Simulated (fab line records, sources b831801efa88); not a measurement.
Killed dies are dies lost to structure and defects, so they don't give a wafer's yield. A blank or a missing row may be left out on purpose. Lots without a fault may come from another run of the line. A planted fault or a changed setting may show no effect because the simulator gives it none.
fab line records | flow sfq_line | part 1 of 2: steps 1 to 29 of 40
record lots=5 wafers=15 last_day=78
route steps=325 shown I1@76 M2@88 I2@103
lots that met no fault: from a run of the same line without faults
start_h: hours from the record's first day to the start of the lot's first wafer shown | wait_h: hours since the lot's step before | " the same as in the row above | L1.1+2: a row that stands for several wafers | - no value, or no start given | * or withheld: withheld | < > ~ a bound
route shown NAME@n: a module of which the file shows steps, and the number in the route of the first | usual: mean/standard deviation of fault-free wafers | same: alike in all rows | chamber/n: place in a boat | sites: the reading at each site | _std_site: their standard deviation | _edge_site: outer sites' mean less inner sites' | radius_mm: how far each site lies from the wafer's centre | mask NAME#n: copy n | behind: the tool/chamber that last shaped the wafer | hold: why the lot was held/for how many hours/how that ended | device: the transistor (n, p or np) that didn't switch | end of line: the same wafers' tests at the end of the route | a step without rows: its recipe alone | killed: dies lost to structure and defects at the first sort, not the wafer's yield | map: a wafer's dies, x killed, . not, _ none there
set.NAME: the setting as run; set.NAME@STEP: as run at that earlier step | model.NAME: the simulator's own value behind a step, which no gauge read
lots at some steps of the route; a table a step, a row a wafer
services: from which hour (start_h, from the record's first day; less than 0 if before it) a tool's chamber was out of use, for how many hours, and why
## steps
# step SFQ_TRILAYER_I1_METRO_MEASURE_047
# usual thk_nm=199.7/1.3
# columns lot.wafer tool chamber start_h wait_h thk_nm
L078.1 film_metro-02 - 340.12 0.1 200.7
L078.2 " - " " 199.2
L078.4 " - " " 199.3
L082.1 film_metro-02 - 374.22 0.1 200.5
L082.5 " - " " 198.9
L082.6 " - " " 198.5
L087.1 film_metro-02 - 398.92 0.1 199.6
L087.3 " - " " 199.2
L087.5 " - " " 200.5
L090.2 film_metro-02 - 430.12 0.3 200.1
L090.4 " - " " 198.0
L090.5 " - " " 198.9
L095.2 film_metro-04 - 463.32 0.3 197.5
L095.3 " - " " 200.2
L095.6 " - " " 199.7
# step SFQ_TRILAYER_I1_VIA_LITHO_COAT_054
# recipe resist=BARC spin_rpm=3000 resist_thk_nm=62
# columns lot.wafer tool chamber start_h wait_h
L078.1+2+4 litho_track-03 0 341.32 1.0
L082.1+5+6 litho_track-01 0 375.42 1.0
L087.1+3+5 litho_track-03 0 400.12 1.0
L090.2+4+5 litho_track-01 0 431.17 0.8
L095.2+3+6 litho_track-03 0 464.37 0.8
# step SFQ_TRILAYER_I1_VIA_LITHO_COAT_049
# recipe resist=KrF spin_rpm=3000 resist_thk_nm=650
# columns lot.wafer tool chamber start_h wait_h
L078.1+2+4 litho_track-03 0 341.62 0.2
L082.1+5+6 litho_track-01 0 375.72 0.2
L087.1+3+5 litho_track-03 0 400.42 0.2
L090.2+4+5 litho_track-01 0 431.47 0.2
L095.2+3+6 litho_track-03 0 464.67 0.2
# step SFQ_TRILAYER_I1_VIA_LITHO_SOFTBAKE_053
# recipe temp_c=withheld time_s=withheld resist=KrF
# columns lot.wafer tool chamber start_h wait_h
L078.1+2+4 litho_track-03 0 341.92 0.2
L082.1+5+6 litho_track-01 0 376.02 0.2
L087.1+3+5 litho_track-03 0 400.72 0.2
L090.2+4+5 litho_track-01 0 431.75 0.2
L095.2+3+6 litho_track-03 0 464.95 0.2
# step SFQ_TRILAYER_I1_VIA_LITHO_EXPOSE_050
# recipe mask_id=I1 na=0.6 source_shape=conventional sigma_outer=0.65 target_cd_nm=500 dose_mj=21.3
# columns lot.wafer tool chamber start_h wait_h mask
L078.1+2+4 krf_scanner-01 0 426.20 - I1#0
L082.1+5+6 krf_scanner-01 0 462.95 - I1#0
L087.1+3+5 krf_scanner-01 0 488.15 - I1#0
L090.2+4+5 krf_scanner-01 0 522.05 - I1#0
L095.2+3+6 krf_scanner-01 0 561.61 - I1#0
# step SFQ_TRILAYER_I1_VIA_LITHO_PEB_052
# recipe peb_temp_c=115 peb_time_s=60 resist=KrF
# columns lot.wafer tool chamber start_h wait_h
L078.1+2+4 litho_track-02 0 427.40 1.0
L082.1+5+6 litho_track-02 0 464.15 1.0
L087.1+3+5 litho_track-01 0 489.35 1.0
L090.2+4+5 litho_track-03 0 523.07 0.8
L095.2+3+6 litho_track-03 0 562.64 0.8
# step SFQ_TRILAYER_I1_VIA_LITHO_DEVELOP_051
# recipe time_s=60 resist=KrF
# same time_s=60
# columns lot.wafer tool chamber start_h wait_h
L078.1+2+4 litho_track-02 0 427.55 0.1
L082.1+5+6 litho_track-02 0 464.30 0.1
L087.1+3+5 litho_track-01 0 489.50 0.1
L090.2+4+5 litho_track-03 0 523.22 0.1
L095.2+3+6 litho_track-03 0 562.79 0.1
# step SFQ_I1_OVL_MEAS_913
# usual I1_OVL=2/5.4
# columns lot.wafer tool chamber start_h wait_h I1_OVL[nm]
L078.1 overlay-01 - 427.70 0.1 11
L078.2 " - " " 12
L078.4 " - " " 4
L082.1 overlay-02 - 464.45 0.1 -1
L082.5 " - " " -3
L082.6 " - " " -3
L087.1 overlay-02 - 489.65 0.1 5
L087.3 " - " " -1
L087.5 " - " " 4
L090.2 overlay-02 - 523.36 0.1 3
L090.4 " - " " 7
L090.5 " - " " -1
L095.2 overlay-01 - 562.92 0.1 9
L095.3 " - " " 6
L095.6 " - " " 6
# step SFQ_TRILAYER_I1_VIA_BARC_OPEN_VIA_ETCH_071
# recipe mask_material=PR chemistry=O2 target_depth_nm=125 target=BARC source_w=500 bias_w=80 pressure_mtorr=30 time_s=41.7
# usual bias_w=80.00/0.25 drypump_motor_current_A=6.0/0.53 oes_product_au=0.685/0.0048
# same time_s=41.7
# columns lot.wafer tool chamber start_h wait_h bias_w drypump_motor_current_A oes_product_au rf_hours_counter_h
L078.1 rie_diel-03 1 427.74 0.0 80.13 6.3 0.685 45
L078.2 " 0 " " 80.63 6.3 0.682 8
L078.4 " 0 " " 80.29 6.3 0.683 -
L082.1 rie_diel-04 1 464.49 0.0 79.77 5.7 0.691 103
L082.5 " 0 " " 79.64 6.2 0.701 -
L082.6 " 3 " " 79.82 5.7 0.687 -
L087.1 rie_diel-02 1 489.69 0.0 80.26 5.5 0.697 10
L087.3 " 2 " " 79.83 5.8 0.682 49
L087.5 " 2 " " 79.94 5.8 0.690 -
L090.2 rie_diel-02 2 523.39 0.0 80.31 5.8 0.687 49
L090.4 " 3 " " 80.12 6.8 0.688 36
L090.5 " 0 " " 80.19 5.6 0.686 -
L095.2 rie_diel-02 3 562.95 0.0 80.31 6.7 0.684 37
L095.3 " 1 " " 80.28 5.5 0.686 11
L095.6 " 2 " " 80.32 5.8 0.685 -
# step SFQ_TRILAYER_I1_VIA_ETCH_VIA_ETCH_052
# recipe target=SiO2 stop_on=Nb mask_material=PR taper_deg=20 chemistry=CHF3 target_depth_nm=260 source_w=500 bias_w=80 pressure_mtorr=30 time_s=withheld
# usual bias_w=79.99/0.23 drypump_motor_current_A=6.0/0.52 oes_product_au=0.854/0.0057
# columns lot.wafer tool chamber start_h wait_h bias_w drypump_motor_current_A oes_product_au
L078.1 rie_diel-03 1 427.78 0.0 80.18 6.4 0.866
L078.2 " 0 " " 80.17 6.3 0.847
L078.4 " 0 " " 80.19 6.3 0.859
L082.1 rie_diel-04 1 464.53 0.0 79.52 5.7 0.849
L082.5 " 0 " " 79.91 6.2 0.849
L082.6 " 3 " " 80.00 5.8 0.852
L087.1 rie_diel-02 1 489.73 0.0 80.51 5.6 0.853
L087.3 " 2 " " 80.07 5.8 0.850
L087.5 " 2 " " 80.05 5.8 0.856
L090.2 rie_diel-02 2 523.43 0.0 79.99 5.8 0.857
L090.4 " 3 " " 79.81 6.7 0.849
L090.5 " 0 " " 80.13 5.6 0.852
L095.2 rie_diel-02 3 562.99 0.0 79.96 6.8 0.848
L095.3 " 1 " " 80.16 5.5 0.848
L095.6 " 2 " " 79.72 5.8 0.846
# step SFQ_TRILAYER_I1_VIA_STRIP_STRIP_053
# recipe gas=O2 power_w=200 platen_temp_c=40 overash_fraction=0.65 chemistry=O2 pressure_mtorr=50
# usual drypump_motor_current_A=5.9/0.36 oes_product_au=0.995/0.007
# columns lot.wafer tool chamber start_h wait_h drypump_motor_current_A oes_product_au rf_hours_counter_h
L078.1 rie_metal-02 1 427.89 - 5.8 1.007 64
L078.2 " 0 " " 5.6 0.996 157
L078.4 " 0 " " 5.6 0.987 -
L082.1 rie_metal-01 0 464.64 - 6.2 0.997 78
L082.5 " 1 " " 6.3 0.994 -
L082.6 " 0 " " 6.2 1.007 -
L087.1 rie_metal-02 0 489.84 - 5.5 0.992 167
L087.3 " 1 " " 5.8 0.999 -
L087.5 " 0 " " 5.5 0.993 -
L090.2 rie_metal-02 1 523.74 - 5.7 0.994 -
L090.4 " 1 " " 5.7 0.994 -
L090.5 " 1 " " 5.7 0.995 -
L095.2 rie_metal-01 0 563.10 - 6.2 1.009 96
L095.3 " 1 " " 6.3 0.985 -
L095.6 " 0 " " 6.2 0.997 -
# step SFQ_TRILAYER_I1_VIA_STRIP_SOLV_CLEAN_054
# recipe chemistry=NMP temp_c=70 time_s=600
# same time_s=600
# columns lot.wafer tool chamber start_h wait_h
L078.1+2+4 wet_bench-03 5,1,2 428.49 0.4
L082.1+5+6 wet_bench-02 0,7,2 465.24 0.4
L087.1+3+5 wet_bench-03 0,5,4 490.44 0.4
L090.2+4+5 wet_bench-01 0,2,3 524.74 0.8
L095.2+3+6 wet_bench-02 3,1,0 563.70 0.4
# step SFQ_TRILAYER_M2_DEP_PRE_CLEAN_056
# recipe gas=Ar time_s=22.5 bias_v=250
# same time_s=22.5
# columns lot.wafer tool chamber start_h wait_h
L078.1+2+4 pvd_sputter-04 - 428.66 0.0
L082.1+5+6 pvd_sputter-05 - 465.41 0.0
L087.1+3+5 pvd_sputter-03 - 490.61 0.0
L090.2+4+5 pvd_sputter-05 - 524.93 0.0
L095.2+3+6 pvd_sputter-03 - 563.88 0.0
# step SFQ_TRILAYER_M2_DEP_SPUTTER_055
# recipe material=Nb base_pressure_pa=1.33e-06 chamber_pressure_pa=0.1333 substrate_temp_c=20 resputter_cathode_voltage_v=400 target_thk_nm=200 power_w=2000 time_s=133.3
# usual throttle_valve_pct=30.1/0.66
# same time_s=133.3
# columns lot.wafer tool chamber start_h wait_h throttle_valve_pct
L078.1 pvd_sputter-04 - 428.69 0.0 28.5
L078.2 " - " " 30.1
L078.4 " - " " 30.3
L082.1 pvd_sputter-05 - 465.44 0.0 29.4
L082.5 " - " " 30.5
L082.6 " - " " 29.5
L087.1 pvd_sputter-03 - 490.64 0.0 31.1
L087.3 " - " " 29.8
L087.5 " - " " 29.6
L090.2 pvd_sputter-05 - 524.96 0.0 29.7
L090.4 " - " " 29.5
L090.5 " - " " 29.4
L095.2 pvd_sputter-03 - 563.91 0.0 31.2
L095.3 " - " " 30.9
L095.6 " - " " 29.6
# step SFQ_M2_RS_MEAS_914
# recipe thk_meas_gauge=four-point-probe reads=Nb_of_TRILAYER_M2_DEP_SPUTTER_055
# usual M2_NB_RS=0.899/0.015
# columns lot.wafer tool chamber start_h wait_h M2_NB_RS[ohm/sq]
L078.1 film_metro-01 - 428.78 0.0 0.895
L078.2 " - " " 0.899
L078.4 " - " " 0.900
L082.1 film_metro-02 - 465.53 0.0 0.896
L082.5 " - " " 0.905
L082.6 " - " " 0.895
L087.1 film_metro-02 - 490.73 0.0 0.927
L087.3 " - " " 0.920
L087.5 " - " " 0.901
L090.2 film_metro-03 - 525.07 0.1 0.895
L090.4 " - " " 0.890
L090.5 " - " " 0.919
L095.2 film_metro-02 - 564.02 0.1 0.920
L095.3 " - " " 0.913
L095.6 " - " " 0.905
# step SFQ_TRILAYER_M2_LITHO_COAT_062
# recipe resist=BARC spin_rpm=3000 resist_thk_nm=62
# columns lot.wafer tool chamber start_h wait_h
L078.1+2+4 litho_track-03 0 428.96 0.1
L082.1+5+6 litho_track-04 0 465.71 0.1
L087.1+3+5 litho_track-04 0 490.91 0.1
L090.2+4+5 litho_track-03 0 525.28 0.1
L095.2+3+6 litho_track-02 0 564.23 0.1
# step SFQ_TRILAYER_M2_LITHO_COAT_057
# recipe resist=KrF spin_rpm=3000 resist_thk_nm=600
# columns lot.wafer tool chamber start_h wait_h
L078.1+2+4 litho_track-03 0 429.26 0.2
L082.1+5+6 litho_track-04 0 466.01 0.2
L087.1+3+5 litho_track-04 0 491.21 0.2
L090.2+4+5 litho_track-03 0 525.58 0.2
L095.2+3+6 litho_track-02 0 564.53 0.2
# step SFQ_TRILAYER_M2_LITHO_SOFTBAKE_061
# recipe temp_c=withheld time_s=withheld resist=KrF
# columns lot.wafer tool chamber start_h wait_h
L078.1+2+4 litho_track-03 0 429.56 0.2
L082.1+5+6 litho_track-04 0 466.31 0.2
L087.1+3+5 litho_track-04 0 491.51 0.2
L090.2+4+5 litho_track-03 0 525.85 0.2
L095.2+3+6 litho_track-02 0 564.80 0.2
# step SFQ_TRILAYER_M2_LITHO_EXPOSE_058
# recipe mask_id=M2 na=0.6 source_shape=conventional sigma_outer=0.65 target_cd_nm=500 dose_mj=14.4
# columns lot.wafer tool chamber start_h wait_h mask
L078.1+2+4 krf_scanner-01 0 520.65 - M2#0
L082.1+5+6 krf_scanner-01 0 562.61 - M2#0
L087.1+3+5 krf_scanner-01 0 586.61 - M2#0
L090.2+4+5 krf_scanner-01 0 615.93 - M2#0
L095.2+3+6 krf_scanner-01 0 656.03 - M2#0
# step SFQ_TRILAYER_M2_LITHO_PEB_060
# recipe peb_temp_c=115 peb_time_s=60 resist=KrF
# columns lot.wafer tool chamber start_h wait_h
L078.1+2+4 litho_track-03 0 521.85 1.0
L082.1+5+6 litho_track-04 0 563.81 1.0
L087.1+3+5 litho_track-03 0 587.81 1.0
L090.2+4+5 litho_track-04 0 616.96 0.8
L095.2+3+6 litho_track-03 0 657.06 0.8
# step SFQ_TRILAYER_M2_LITHO_DEVELOP_059
# recipe time_s=60 resist=KrF
# same time_s=60
# columns lot.wafer tool chamber start_h wait_h
L078.1+2+4 litho_track-03 0 522.00 0.1
L082.1+5+6 litho_track-04 0 563.96 0.1
L087.1+3+5 litho_track-03 0 587.96 0.1
L090.2+4+5 litho_track-04 0 617.11 0.1
L095.2+3+6 litho_track-03 0 657.21 0.1
# step SFQ_M2_OVL_MEAS_916
# usual M2_OVL=1/3.8
# columns lot.wafer tool chamber start_h wait_h M2_OVL[nm]
L078.1 overlay-01 - 522.15 0.1 -2
L078.2 " - " " 1
L078.4 " - " " 4
L082.1 overlay-01 - 564.11 0.1 0
L082.5 " - " " 2
L082.6 " - " " 2
L087.1 overlay-02 - 588.11 0.1 -3
L087.3 " - " " 1
L087.5 " - " " 3
L090.2 overlay-02 - 617.24 0.1 6
L090.4 " - " " 1
L090.5 " - " " -2
L095.2 overlay-02 - 657.34 0.1 0
L095.3 " - " " 3
L095.6 " - " " 10
# step SFQ_TRILAYER_M2_BARC_OPEN_METAL_ETCH_077
# recipe mask_material=PR chemistry=O2 target_depth_nm=125 target=BARC icp_w=600 bias_w=80 pressure_mtorr=10 time_s=41.7
# usual bias_w=79.97/0.23 drypump_motor_current_A=5.98/0.28 oes_product_au=0.685/0.0047
# same time_s=41.7
# columns lot.wafer tool chamber start_h wait_h bias_w drypump_motor_current_A oes_product_au rf_hours_counter_h
L078.1 rie_metal-01 0 522.19 0.0 79.91 6.21 0.683 87
L078.2 " 1 " " 80.03 6.26 0.689 62
L078.4 " 0 " " 80.00 6.24 0.678 -
L082.1 rie_metal-02 0 564.15 0.0 80.05 5.57 0.683 4
L082.5 " 0 " " 79.55 5.54 0.682 -
L082.6 " 1 " " 79.91 5.75 0.687 -
L087.1 rie_metal-02 1 588.15 0.0 79.76 5.80 0.687 91
L087.3 " 0 " " 80.03 5.54 0.689 -
L087.5 " 1 " " 79.72 5.76 0.678 -
L090.2 rie_metal-04 0 617.27 0.0 80.15 5.82 0.685 93
L090.4 " 0 " " 79.75 5.84 0.681 -
L090.5 " 1 " " 80.28 6.07 0.685 -
L095.2 rie_metal-01 1 657.37 0.0 79.84 6.30 0.683 89
L095.3 " 1 " " 79.75 6.31 0.686 -
L095.6 " 0 " " 80.18 6.22 0.680 -
# step SFQ_TRILAYER_M2_ETCH_METAL_ETCH_060
# recipe target=Nb stop_on=SiO2 mask_material=PR chemistry=Cl2/Ar target_depth_nm=240 icp_w=600 bias_w=80 pressure_mtorr=10 time_s=120
# usual bias_w=80.03/0.22 drypump_motor_current_A=5.99/0.28 oes_product_au=0.889/0.0094
# same time_s=120
# columns lot.wafer tool chamber start_h wait_h bias_w drypump_motor_current_A oes_product_au rf_hours_counter_h
L078.1 rie_metal-01 0 522.25 0.0 80.07 6.22 0.880 87
L078.2 " 1 " " 79.87 6.32 0.891 62
L078.4 " 0 " " 80.44 6.19 0.894 -
L082.1 rie_metal-02 0 564.21 0.0 79.82 5.61 0.895 4
L082.5 " 0 " " 80.22 5.58 0.880 -
L082.6 " 1 " " 80.46 5.76 0.888 -
L087.1 rie_metal-02 1 588.21 0.0 80.01 5.71 0.880 92
L087.3 " 0 " " 79.82 5.56 0.881 -
L087.5 " 1 " " 80.01 5.75 0.893 -
L090.2 rie_metal-04 0 617.33 0.0 79.82 5.81 0.892 93
L090.4 " 0 " " 80.01 5.81 0.891 -
L090.5 " 1 " " 80.30 6.06 0.878 -
L095.2 rie_metal-01 1 657.43 0.0 80.09 6.34 0.876 89
L095.3 " 1 " " 80.18 6.38 0.879 -
L095.6 " 0 " " 80.22 6.18 0.890 -
# step SFQ_TRILAYER_M2_STRIP_STRIP_061
# recipe gas=O2 power_w=200 platen_temp_c=40 overash_fraction=0.65 chemistry=O2 pressure_mtorr=50
# usual drypump_motor_current_A=5.99/0.28 oes_product_au=0.992/0.009
# columns lot.wafer tool chamber start_h wait_h drypump_motor_current_A oes_product_au rf_hours_counter_h
L078.1 rie_metal-01 0 522.37 0.1 6.23 0.999 87
L078.2 " 1 " " 6.33 1.001 62
L078.4 " 0 " " 6.19 0.999 -
L082.1 rie_metal-02 0 564.34 0.1 5.53 0.988 4
L082.5 " 0 " " 5.54 0.988 -
L082.6 " 1 " " 5.82 1.001 -
L087.1 rie_metal-02 1 588.34 0.1 5.76 0.995 92
L087.3 " 0 " " 5.57 0.993 -
L087.5 " 1 " " 5.72 1.009 -
L090.2 rie_metal-04 0 617.45 0.1 5.82 0.989 93
L090.4 " 0 " " 5.87 0.984 -
L090.5 " 1 " " 6.07 1.001 -
L095.2 rie_metal-01 1 657.55 0.1 6.38 1.001 89
L095.3 " 1 " " 6.39 0.988 -
L095.6 " 0 " " 6.20 1.002 -
# step SFQ_TRILAYER_M2_STRIP_SOLV_CLEAN_062
# recipe chemistry=NMP temp_c=70 time_s=600
# same time_s=600
# columns lot.wafer tool chamber start_h wait_h
L078.1+2+4 wet_bench-03 2,3,1 522.97 0.4
L082.1+5+6 wet_bench-01 7,6,0 564.94 0.4
L087.1+3+5 wet_bench-03 6,2,3 588.94 0.4
L090.2+4+5 wet_bench-04 6,1,3 618.05 0.4
L095.2+3+6 wet_bench-01 1,6,0 658.15 0.4
# step SFQ_TRILAYER_I2_DEP_PECVD_063
# recipe material=SiO2 temp_c=150 time_s=111.11 pressure_torr=2.4 rf_w=183.3 precursor=SiH4/N2O target_thk_nm=500
# usual heater_power_w=75/14 susceptor_temp_C=149.99/0.15 throttle_valve_pct=25.1/1.2
# same time_s=111.11
# columns lot.wafer tool chamber start_h wait_h heater_power_w since_wet_clean_h susceptor_temp_C throttle_valve_pct
L078.1 pecvd-02 1 523.15 0.0 68 315 150.00 24.6
L078.2 " 2 " " 64 315 149.94 24.2
L078.4 " 1 " " 54 - 150.19 24.6
L082.1 pecvd-01 0 565.11 0.0 68 726 149.98 26.9
L082.5 " 0 " " 70 - 149.95 26.8
L082.6 " 1 " " 95 - 149.86 23.9
L087.1 pecvd-04 0 589.13 0.0 80 1134 149.99 26.5
L087.3 " 1 " " 79 1134 150.22 24.1
L087.5 " 2 " " 99 - 150.06 25.3
L090.2 pecvd-01 2 618.23 0.0 79 779 150.05 25.7
L090.4 " 0 " " 76 - 150.17 27.2
L090.5 " 1 " " 91 - 150.00 23.9
L095.2 pecvd-04 1 658.34 0.0 74 1203 150.12 24.3
L095.3 " 0 " " 89 1203 149.81 26.5
L095.6 " 2 " " 100 - 150.09 25.3
# step SFQ_TRILAYER_I2_CMP_CMP_064
# recipe material=SiO2 down_force_psi=3 platen_rpm=60 pad_velocity_m_s=0.94248
# usual motor_current_A=10.8/1 time_to_endpoint_s=214/9.3
# columns lot.wafer tool chamber start_h wait_h motor_current_A time_to_endpoint_s
L078.4 cmp-01 0 524.52 1.3 11.0 227
L078.1 " 1 " " 13.1 221
L078.2 " 2 " " 11.5 215
L082.1 cmp-02 1 573.02 7.9 9.4 212
L082.5 " 3 574.02 8.8 11.7 214
L082.6 " 0 " " 10.0 222
L087.3 cmp-01 3 605.15 16.0 10.3 230
L087.1 " 1 606.15 17.0 13.2 232
L087.5 " 3 607.15 17.9 10.8 235
L090.2 cmp-01 3 639.19 20.9 11.5 214
L090.4 " 1 640.19 21.9 12.5 222
L090.5 " 3 641.19 22.9 10.8 235
L095.2 cmp-01 3 689.09 30.7 11.3 206
L095.3 " 1 690.09 31.7 12.1 206
L095.6 " 0 691.59 33.2 10.9 218
# step SFQ_I2_BOW_MEAS_917
# recipe mode=bow
# usual I2_BOW=4/7.8
# columns lot.wafer tool chamber start_h wait_h I2_BOW[um]
L078.1 film_metro-03 - 527.52 2.0 2
L078.2 " - " " 1
L078.4 " - " " 0
L082.1 film_metro-04 - 575.02 1.5 -6
L082.5 " - " " 2
L082.6 " - " " 16
L087.1 film_metro-04 - 607.65 1.0 7
L087.3 " - " " 1
L087.5 " - " " -5
L090.2 film_metro-04 - 642.21 2.5 19
L090.4 " - " " 9
L090.5 " - " " 18
L095.2 film_metro-03 - 692.11 2.5 2
L095.3 " - " " -10
L095.6 " - " " 3
